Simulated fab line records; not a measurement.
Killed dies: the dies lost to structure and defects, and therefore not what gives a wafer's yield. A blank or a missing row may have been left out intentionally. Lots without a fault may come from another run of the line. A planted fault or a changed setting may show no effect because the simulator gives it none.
Which tool was responsible? -- flow sky130 -- 33 wafers from 11 lots sampled at 6 of the route's 708 steps

## WHAT THE GAUGES SHOWED, per wafer
SKY_LI_CONTACT_RS_MEAS_22: measurement is done with a four-point probe. Usual: for LI_CONTACT_W_RS the level is 0.282 ohm/sq and the standard deviation is 0.0044.
lot,measured,on,LI_CONTACT_W_RS (ohm/sq),flag
L523,day 30 06:40,filmMetro-01,0.283 0.289 0.283,
L526,day 30 22:22,filmMetro-03,0.284 0.285 0.287,
L528,day 32 00:43,filmMetro-01,0.290 0.285 0.288,
L529,day 32 02:59,filmMetro-02,0.278 0.277 0.276,
L530,day 32 04:13,filmMetro-03,0.283 0.282 0.287,
L535,day 33 19:59,filmMetro-01,0.528 0.519 0.524,OFF
L536,day 34 03:46,filmMetro-02,0.274 0.280 0.276,
L538,day 34 19:22,filmMetro-03,0.521 0.522 0.536,OFF
L541,day 35 12:51,filmMetro-03,0.282 0.275 0.282,
L542,day 35 22:52,filmMetro-02,0.285 0.284 0.280,
L544,day 36 13:34,filmMetro-01,0.279 0.279 0.281,

SKY_LI_CONTACT_THK_MEAS_23: measures by xrf. Usual: for LI_CONTACT_W_THK the level is 393 nm and the standard deviation is 7.4.
lot,measured,on,LI_CONTACT_W_THK (nm),flag
L523,day 30 06:47,filmMetro-01,393 383 391,
L526,day 30 22:28,filmMetro-03,392 392 389,
L528,day 32 00:49,filmMetro-01,381 386 386,
L529,day 32 03:06,filmMetro-02,402 402 404,
L530,day 32 04:18,filmMetro-03,389 390 382,
L535,day 33 20:05,filmMetro-01,212 216 213,OFF
L536,day 34 03:52,filmMetro-02,414 402 407,
L538,day 34 19:29,filmMetro-03,217 217 210,OFF
L541,day 35 12:58,filmMetro-03,389 403 390,
L542,day 35 22:59,filmMetro-02,394 394 397,
L544,day 36 13:41,filmMetro-01,391 392 389,

SKY_LOCAL_INTERCONNECT_THK_MEAS_02: measures by xrf. Usual: for LOCAL_INTERCONNECT_TIN_THK the level is 100.8 nm and the standard deviation is 1.1.
lot,measured,on,LOCAL_INTERCONNECT_TIN_THK (nm),flag
L523,day 30 07:20,filmMetro-02,99.4 98.8 98.7,
L526,day 30 23:01,filmMetro-04,101.1 101.5 100.9,
L528,day 32 01:22,filmMetro-02,101.6 100.1 101.2,
L529,day 32 03:40,filmMetro-03,101.1 100.8 101.6,
L530,day 32 04:50,filmMetro-02,98.9 99.8 99.0,
L535,day 33 20:38,filmMetro-04,100.3 99.0 100.0,
L536,day 34 04:25,filmMetro-04,102.9 100.7 101.8,
L538,day 34 20:02,filmMetro-02,100.9 102.1 100.7,
L541,day 35 13:31,filmMetro-02,101.2 101.8 101.7,
L542,day 35 23:32,filmMetro-04,101.4 101.7 101.8,
L544,day 36 14:13,filmMetro-04,100.4 100.3 100.7,

SKY_CONTACT_THK_MEAS_03. Usual: for CONTACT_HDPCVD_THK the level is 564 nm and the standard deviation is 6.1.
lot,measured,on,CONTACT_HDPCVD_THK (nm),flag
L523,day 31 12:25,filmMetro-02,563 558 562,
L526,day 32 03:29,filmMetro-01,557 557 556,
L528,day 33 05:20,filmMetro-01,567 565 566,
L529,day 33 07:35,filmMetro-01,562 562 562,
L530,day 33 08:37,filmMetro-01,568 561 566,
L535,day 34 23:18,filmMetro-02,558 558 562,
L536,day 35 08:25,filmMetro-02,566 566 567,
L538,day 35 23:47,filmMetro-02,551 556 549,
L541,day 36 16:27,filmMetro-01,551 556 555,
L542,day 37 02:12,filmMetro-04,570 570 567,
L544,day 37 16:45,filmMetro-02,569 570 562,

## WHAT TOOL EACH LOT RAN ON (gives the tool, then ch and the chambers of the sampled wafers, and finally the start)
lot,SKY_LI_CONTACT_CVD_21,SKY_LI_CONTACT_CMP_24
L523,"cvdW-02 ch 0,1, day 30 06:33","cmp-02 ch 0,1, day 30 06:54"
L526,"cvdW-02 ch 0,1, day 30 22:13","cmp-02 ch 1,2,3, day 30 22:40"
L528,"cvdW-02 ch 0,1, day 32 00:34","cmp-01 ch 0,2,3, day 32 00:52"
L529,"cvdW-01 ch 0, day 32 02:46","cmp-01 ch 0,3, day 32 03:09"
L530,"cvdW-02 ch 0,1, day 32 04:04","cmp-02 ch 1,2, day 32 04:20"
L535,"cvdW-02 ch 0,1, day 33 19:52","cmp-02 ch 0,1,3, day 33 20:08"
L536,"cvdW-01 ch 0,1, day 34 03:37","cmp-01 ch 1,3, day 34 03:55"
L538,"cvdW-02 ch 0,1, day 34 19:15","cmp-01 ch 1,2,3, day 34 19:39"
L541,"cvdW-01 ch 0,1, day 35 12:43","cmp-01 ch 1,2,3, day 35 13:02"
L542,"cvdW-01 ch 0,1, day 35 22:45","cmp-01 ch 0,1, day 35 23:06"
L544,"cvdW-01 ch 1, day 36 13:25","cmp-02 ch 1,2,3, day 36 13:47"
- SKY_LI_CONTACT_CVD_21: deposits W, target thk 400 nm, time 120.56 s.
- SKY_LI_CONTACT_CMP_24: polishes, stops on PSG, t overpolish 20 s, target thk 0 nm.

## WHAT THE TOOLS THEMSELVES READ (means of the sampled wafers that have a number; where no wafer has one, the mark that the record gives instead)
SKY_LI_CONTACT_CVD_21. Usual: heaterPowerW reads 836 W (standard deviation 130).
lot,tool,heaterPowerW (W),flag
L523,cvdW-02,865,
L526,cvdW-02,930,
L528,cvdW-02,954,
L529,cvdW-01,835,
L530,cvdW-02,942,
L535,cvdW-02,868,
L536,cvdW-01,792,
L538,cvdW-02,867,
L541,cvdW-01,735,
L542,cvdW-01,719,
L544,cvdW-01,673,

SKY_LI_CONTACT_CMP_24. Usual: motorCurrentA 10.7 A, standard deviation 0.86; timeToEndpointS 98 s, standard deviation 3.2.
lot,tool,motorCurrentA (A),timeToEndpointS (s),flag
L523,cmp-02,11.1,97,
L526,cmp-02,10.2,97,
L528,cmp-01,11.5,93,
L529,cmp-01,10.5,97,
L530,cmp-02,10.0,105,
L535,cmp-02,10.3,54,OFF
L536,cmp-01,10.3,98,
L538,cmp-01,10.7,54,OFF
L541,cmp-01,10.9,101,
L542,cmp-01,10.4,103,
L544,cmp-02,10.2,98,

## THE ANSWER, worked out from the rows above alone
Rule: a lot is off if the mean of its wafers that have a number lies more than 3 standard deviations from the usual mean. A lot without any number at a reading at which 4 lots or more have one is off too. Any other lot the step has rows for is counted as sound. After the gauges, taken in route order, come the tools' own readings; for these a lot's mean is taken, as printed above. At the first step where some lot is off, the reading lying furthest off is the one used; lots without a number count as furthest.
Off: L535, L538, at SKY_LI_CONTACT_RS_MEAS_22 (LI_CONTACT_W_RS).
If a tool, at a process step before that reading, ran all the lots that are off and no sound lot after the first of them, it fits. Not tried: the gauges at SKY_LI_CONTACT_RS_MEAS_22; whatever is off there is also off at SKY_LI_CONTACT_CMP_24, on other tools, and gauge error can't account for it. One candidate fits, namely cvdW-02 at SKY_LI_CONTACT_CVD_21. Its last sound lot is L530 (day 32 04:04), its first lot that is off L535 (day 33 19:52): a fault that began between those two fits.

## WHAT THE SIMULATOR HAD PUT IN
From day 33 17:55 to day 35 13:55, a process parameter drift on cvdW-02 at SKY_LI_CONTACT_CVD_21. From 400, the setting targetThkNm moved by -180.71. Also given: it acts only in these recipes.
Lots struck among those shown: L535, L538. This agrees with what the rule above found.
